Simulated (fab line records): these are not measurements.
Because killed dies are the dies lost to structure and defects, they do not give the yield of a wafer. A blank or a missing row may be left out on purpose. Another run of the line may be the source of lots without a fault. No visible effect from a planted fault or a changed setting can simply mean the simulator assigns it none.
Which of the tools did it? / flow sky130 / 18 wafers from 6 lots sampled at 3 of the route's 708 steps

WHAT EACH GAUGE READ, for each wafer
SKY_VT_ADJUST_LVTN_TW_MEAS_21.
lot=L926; measured=day 8 12:36; on=film-metro-02; VT_ADJUST_LVTN_2_TW=186.8 186.1 186.6
lot=L930; measured=day 9 12:58; on=film-metro-03; VT_ADJUST_LVTN_2_TW=167.8 167.6 168.5
lot=L932; measured=day 10 05:00; on=film-metro-03; VT_ADJUST_LVTN_2_TW=191.9 192.8 193.2
lot=L939; measured=day 12 15:52; on=film-metro-01; VT_ADJUST_LVTN_2_TW=191.2 189.5 190.2
lot=L942; measured=day 13 03:04; on=film-metro-02; VT_ADJUST_LVTN_2_TW=187.9 187.1 188.1
lot=L946; measured=day 14 23:25; on=film-metro-02; VT_ADJUST_LVTN_2_TW=187.5 187.1 187.2

EACH LOT AND THE TOOL THAT RAN IT (in order: tool; ch and the chambers of the sampled wafers; start)
lot=L926; SKY_FIELD_ISO_CMP_27=cmp-02 ch 0,1, day 3 02:55; SKY_VT_ADJUST_LVTN_IMPLANT_19=implanter-02 ch 0, day 8 12:23
lot=L930; SKY_FIELD_ISO_CMP_27=cmp-01 ch 0,1, day 3 22:11; SKY_VT_ADJUST_LVTN_IMPLANT_19=implanter-02 ch 0, day 9 12:45
lot=L932; SKY_FIELD_ISO_CMP_27=cmp-01 ch 1,3, day 4 09:31; SKY_VT_ADJUST_LVTN_IMPLANT_19=implanter-03 ch 0, day 10 04:45
lot=L939; SKY_FIELD_ISO_CMP_27=cmp-02 ch 0,1,3, day 6 05:01; SKY_VT_ADJUST_LVTN_IMPLANT_19=implanter-02 ch 0, day 12 15:38
lot=L942; SKY_FIELD_ISO_CMP_27=cmp-01 ch 0,1, day 6 12:19; SKY_VT_ADJUST_LVTN_IMPLANT_19=implanter-02 ch 0, day 13 02:50
lot=L946; SKY_FIELD_ISO_CMP_27=cmp-01 ch 0,2, day 7 20:33; SKY_VT_ADJUST_LVTN_IMPLANT_19=implanter-01 ch 0, day 14 23:10
- SKY_FIELD_ISO_CMP_27: polishes, stops on Si3N4, t overpolish 16 s, target thk 457.8 nm.
- SKY_VT_ADJUST_LVTN_IMPLANT_19

THE ANSWER, worked out from the rows above alone
Rule: what is usual is taken from the lots themselves. Put in order of their means at a reading, lots are off if they are a third of the lots or fewer, leave a main group of 4 or more, and stand apart from it by a gap of 3 or more times the standard deviation of the main group's means; of several such gaps the widest counts. Not used: any main group whose means are identical at the precision the tables above print for the reading. A lot without any number at a reading at which 4 lots or more have one is off too. Where the step has rows for the other lots, those lots are counted as sound.
Off: L930, seen at SKY_VT_ADJUST_LVTN_TW_MEAS_21 (VT_ADJUST_LVTN_2_TW). For the main group the mean is 188.9 and the standard deviation 2.3.
If a tool, at a process step before that reading, ran all the lots that are off and no sound lot after the first of them, it fits. Those tools and the gauges at SKY_VT_ADJUST_LVTN_TW_MEAS_21 are tried in the same way. No candidate that was tried fits.

WHAT WAS PUT IN BY THE SIMULATOR
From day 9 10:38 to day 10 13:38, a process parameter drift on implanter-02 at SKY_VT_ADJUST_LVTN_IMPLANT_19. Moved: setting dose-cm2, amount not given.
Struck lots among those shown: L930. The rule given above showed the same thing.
